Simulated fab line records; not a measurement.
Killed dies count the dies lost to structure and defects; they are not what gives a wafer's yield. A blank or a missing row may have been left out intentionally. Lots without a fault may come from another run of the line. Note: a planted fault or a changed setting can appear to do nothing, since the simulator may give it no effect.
2 desks looking at one fault -- flow gf180mcu -- each desk has only its own numbers; what lay behind them comes last

TOOL OWNER'S DESK, pvdSputter-02
The tool's own readings at GF_MIM_SPUTTER_07 (material TiN, target thk 60 nm, time 50 s): means of the sampled wafers that have a number, for each lot that ran on this tool. Marked OUT: a lot whose mean sits more than 4 standard deviations from the usual mean, which makes it out of limits; the brackets give that distance.
Columns: A = throttleValvePct at GF_MIM_SPUTTER_07, usual 29.9 %
lot,first seen here,A
L578,day 27 23:56,29.8
L586,day 30 11:11,29.4
L588,day 30 22:26,29.9
This desk's finding: nothing out of limits on any of the 3 lots.

THE METROLOGY DESK
What the gauges read for every lot (on any tool): the sampled wafers with a number, averaged. Marked OUT: a lot whose mean sits more than 4 standard deviations from the usual mean, which makes it out of limits; the brackets give that distance.
Columns: A = V4_W_RS at GF_V4_RS_MEAS_24, usual 0.326 ohm/sq; B = V4_W_THK at GF_V4_THK_MEAS_25, usual 355 nm; C = MIM_CVD_05_THK at GF_MIM_THK_MEAS_06, usual 41.9 nm
lot,first seen here,A,B,C
L572,day 24 23:26,0.321,353,41.2
L578,day 27 23:08,0.323,359,41.4
L586,day 30 10:19,0.328,353,41.7
L588,day 30 21:39,0.328,354,42.1
L589,day 31 05:29,0.330,358,41.8
L591,day 31 15:40,0.316,373,42.0
This desk's finding: nothing out of limits on any of the 6 lots.

PUT TOGETHER
Nothing out of limits was seen by the tool owner's desk.
At the metrology desk, nothing out of limits was observed.

WHAT THE SIMULATOR HAD PUT IN
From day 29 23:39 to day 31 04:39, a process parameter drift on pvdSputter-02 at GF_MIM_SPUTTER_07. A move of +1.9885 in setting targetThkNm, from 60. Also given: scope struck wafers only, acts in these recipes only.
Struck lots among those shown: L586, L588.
